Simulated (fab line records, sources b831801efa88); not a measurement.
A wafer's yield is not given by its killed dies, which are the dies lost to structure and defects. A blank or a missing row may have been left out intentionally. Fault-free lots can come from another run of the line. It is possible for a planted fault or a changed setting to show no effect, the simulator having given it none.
Which tool is to blame? | flow sky130 | 24 lots, 72 wafers sampled, at 3 steps of a route of 708

## WHAT THE GAUGES READ, wafer by wafer
SKY_LDD_N_TW_MEAS_17. Usual: LDD_N_TW typically reads 2597, with standard deviation 11.
lot  | measured     | on            | LDD_N_TW       | flag
L074 | day 17 19:52 | film_metro-04 | 2587 2580 2601 |
L075 | day 18 06:57 | film_metro-01 | 2595 2595 2598 |
L077 | day 18 18:14 | film_metro-02 | 2605 2583 2586 |
L076 | day 18 18:23 | film_metro-01 | 2590 2603 2593 |
L079 | day 19 03:34 | film_metro-02 | 2597 2594 2597 |
L078 | day 19 12:39 | film_metro-01 | 2575 2563 2581 |
L080 | day 20 00:01 | film_metro-02 | 2606 2591 2599 |
L081 | day 20 12:55 | film_metro-02 | 2594 2578 2604 |
L082 | day 21 11:47 | film_metro-04 | 2609 2598 2602 |
L083 | day 21 13:04 | film_metro-04 | 2598 2598 2597 |
L084 | day 22 00:03 | film_metro-04 | 2593 2593 2613 |
L087 | day 26 16:44 | film_metro-02 | 2579 2592 2596 |
L089 | day 26 16:55 | film_metro-04 | 2605 2594 2601 |
L086 | day 26 17:13 | film_metro-02 | 2596 2606 2592 |
L093 | day 26 17:55 | film_metro-02 | 2595 2592 2594 |
L088 | day 26 18:26 | film_metro-01 | 2618 2597 2607 |
L085 | day 26 19:08 | film_metro-02 | 2593 2594 2584 |
L095 | day 26 19:37 | film_metro-02 | 2585 2592 2594 |
L090 | day 26 20:19 | film_metro-04 | 2610 2596 2595 |
L091 | day 26 20:51 | film_metro-04 | 2600 2618 2613 |
L094 | day 26 22:02 | film_metro-01 | 2609 2597 2595 |
L096 | day 26 22:44 | film_metro-01 | 2607 2612 2612 |
L097 | day 26 23:13 | film_metro-01 | 2606 2598 2602 |
L092 | day 27 00:25 | film_metro-04 | 2602 2609 2596 |

SKY_SD_N_TW_MEAS_12. Usual: SD_N_TW typically reads 3974, with standard deviation 43.
lot  | measured     | on            | SD_N_TW        | flag
L074 | day 29 03:26 | film_metro-02 | 3969 3960 3967 |
L075 | day 29 03:06 | film_metro-04 | 4052 4031 4029 |
L077 | day 29 04:37 | film_metro-02 | 3991 3993 3988 |
L076 | day 29 04:56 | film_metro-04 | 4032 4041 4053 |
L079 | day 29 04:17 | film_metro-03 | 3945 3949 3949 |
L078 | day 29 05:19 | film_metro-02 | 3979 3972 3996 |
L080 | day 29 05:47 | film_metro-04 | 4031 4037 4004 |
L081 | day 29 11:41 | film_metro-02 | 4000 3983 3981 |
L082 | day 30 15:00 | film_metro-04 | 4032 4035 4028 |
L083 | day 30 17:53 | film_metro-03 | 3916 3922 3908 |
L084 | day 31 02:01 | film_metro-02 | 3991 3987 4019 |
L087 | day 35 21:27 | film_metro-03 | 3936 3919 3929 |
L089 | day 35 21:44 | film_metro-03 | 3926 3900 3914 |
L086 | day 35 20:08 | film_metro-04 | 3990 4004 3994 |
L093 | day 35 21:51 | film_metro-04 | 3989 3982 3969 |
L088 | day 35 22:46 | film_metro-02 | 3983 4008 3996 |
L085 | day 35 23:51 | film_metro-04 | 3967 4013 3984 |
L095 | day 36 00:23 | film_metro-03 | 3915 3901 3926 |
L090 | day 36 01:56 | film_metro-03 | 3929 3930 3916 |
L091 | day 36 01:04 | film_metro-04 | 3967 3977 3968 |
L094 | day 36 02:27 | film_metro-03 | 3900 3903 3933 |
L096 | day 36 03:21 | film_metro-04 | 3955 3972 3956 |
L097 | day 36 03:32 | film_metro-02 | 4025 3995 4027 |
L092 | day 36 06:43 | film_metro-03 | 3919 3918 3927 |

SKY_LI_CONTACT_OVL_MEAS_13. Usual: LI_CONTACT_OVL typically reads -1 nm, with standard deviation 5.1.
lot  | measured     | on         | LI_CONTACT_OVL (nm) | flag
L074 | day 30 08:45 | overlay-02 | 0 -6 -6             |
L075 | day 30 08:24 | overlay-02 | -5 -1 -7            |
L077 | day 30 10:10 | overlay-01 | 2 8 -4              |
L076 | day 30 10:40 | overlay-02 | -6 3 1              |
L079 | day 30 09:42 | overlay-02 | 9 -2 3              |
L078 | day 30 11:10 | overlay-02 | 2 5 -2              |
L080 | day 30 11:12 | overlay-01 | -1 0 -6             |
L081 | day 30 16:15 | overlay-01 | -13 -11 -3          |
L082 | day 31 20:07 | overlay-01 | 4 6 1               |
L083 | day 31 22:12 | overlay-01 | 5 -9 -3             |
L084 | day 32 06:58 | overlay-01 | -5 0 1              |
L087 | day 37 01:16 | overlay-02 | 4 13 2              |
L089 | day 37 01:25 | overlay-01 | 1 -2 -6             |
L086 | day 36 23:58 | overlay-02 | 0 2 1               |
L093 | day 37 01:36 | overlay-02 | -5 -1 7             |
L088 | day 37 01:58 | overlay-02 | -11 -3 -10          |
L085 | day 37 03:16 | overlay-02 | -3 1 4              |
L095 | day 37 03:58 | overlay-02 | 4 -1 4              |
L090 | day 37 05:09 | overlay-02 | -6 -1 -3            |
L091 | day 37 04:13 | overlay-02 | -12 -6 -5           |
L094 | day 37 06:01 | overlay-01 | 1 5 -2              |
L096 | day 37 06:52 | overlay-01 | 5 5 -2              |
L097 | day 37 07:13 | overlay-01 | -3 -4 -9            |
L092 | day 37 09:41 | overlay-02 | -4 -3 4             |

## TOOL THAT RAN EACH LOT (tool first, then ch and the chambers of the sampled wafers, then the start)
There is no process step in the record ahead of these readings.

## AS READ BY THE TOOLS THEMSELVES (means over the sampled wafers that have a number; for cases with no such wafer, the mark the record gives instead)
The record holds no such reading with a usual standard deviation.

## THE ANSWER, worked out from the rows above alone
Rule: take the mean of a lot's wafers that have a number; if it is more than 3 standard deviations from the usual mean, the lot is off. Also off: a lot with no number at a reading for which 4 or more lots have one. Any other lot the step has rows for is counted as sound. Order of review: gauges by route order, followed by the tools' own readings, for which a lot's mean as printed above is used. The first step at which some lot is off is used, and at that step the reading that is off furthest; a lot without a number counts as furthest.
No lot is off on any of the readings shown, so nothing can be concluded from this.

## WHAT THE SIMULATOR HAD INSERTED
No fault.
